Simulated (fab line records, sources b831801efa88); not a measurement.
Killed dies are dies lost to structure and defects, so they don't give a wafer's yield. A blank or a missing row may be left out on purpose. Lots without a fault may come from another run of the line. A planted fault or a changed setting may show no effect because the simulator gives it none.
Which tool did it? | flow gf180mcu | 6 lots, 18 wafers sampled, at 4 steps of a route of 602

WHAT THE GAUGES READ, wafer by wafer
GF_PASSIVATION_THK_MEAS_03.
lot  | measured     | on            | PASSIVATION_CVD_02_THK (nm)
L332 | day 28 05:23 | film_metro-01 | 696 711 699
L334 | day 29 05:53 | film_metro-04 | 696 705 712
L338 | day 30 06:58 | film_metro-04 | 701 695 713
L349 | day 33 01:46 | film_metro-01 | 703 694 697
L351 | day 33 19:25 | film_metro-01 | 699 703 704
L353 | day 34 03:54 | film_metro-01 | 708 702 715

WHICH TOOL RAN EACH LOT (tool, then ch and the chambers of the sampled wafers, then the start)
lot  | GF_M4_SPUTTER_02             | GF_V5_CMP_26                  | GF_TOP_METAL_SPUTTER_04
L332 | pvd_sputter-04, day 22 14:11 | cmp-01 ch 0,1,2, day 27 07:31 | pvd_sputter-02, day 27 07:57
L334 | pvd_sputter-04, day 23 17:10 | cmp-02 ch 0,2,3, day 28 08:25 | pvd_sputter-04, day 28 08:52
L338 | pvd_sputter-03, day 24 20:39 | cmp-02 ch 1,2, day 29 10:47   | pvd_sputter-04, day 29 11:14
L349 | pvd_sputter-02, day 28 06:06 | cmp-01 ch 0,1, day 32 07:57   | pvd_sputter-04, day 32 08:27
L351 | pvd_sputter-02, day 29 03:59 | cmp-01 ch 1,2,3, day 33 01:48 | pvd_sputter-04, day 33 02:15
L353 | pvd_sputter-03, day 29 14:36 | cmp-02 ch 1,2,3, day 33 11:01 | pvd_sputter-02, day 33 11:28
- GF_M4_SPUTTER_02: material AlCu, target thk 450 nm, time 23.9 s.
- GF_V5_CMP_26: polishes, stops on SiO2, t overpolish 15 s, target thk 0 nm.
- GF_TOP_METAL_SPUTTER_04: material TiN, target thk 25 nm, time 20.8 s.

THE ANSWER, worked out from the rows above alone
Rule: what is usual is taken from the lots themselves. Put in order of their means at a reading, lots are off if they are a third of the lots or fewer, leave a main group of 4 or more, and stand apart from it by a gap of 3 or more times the standard deviation of the main group's means; of several such gaps the widest counts. A main group whose means are all the same, to the digits that the tables above print for the reading, isn't used. A lot without any number at a reading at which 4 lots or more have one is off too. The other lots that the step has rows for count as sound.
No lot is off at any reading shown: from this, nothing can be told.

WHAT THE SIMULATOR HAD PUT IN
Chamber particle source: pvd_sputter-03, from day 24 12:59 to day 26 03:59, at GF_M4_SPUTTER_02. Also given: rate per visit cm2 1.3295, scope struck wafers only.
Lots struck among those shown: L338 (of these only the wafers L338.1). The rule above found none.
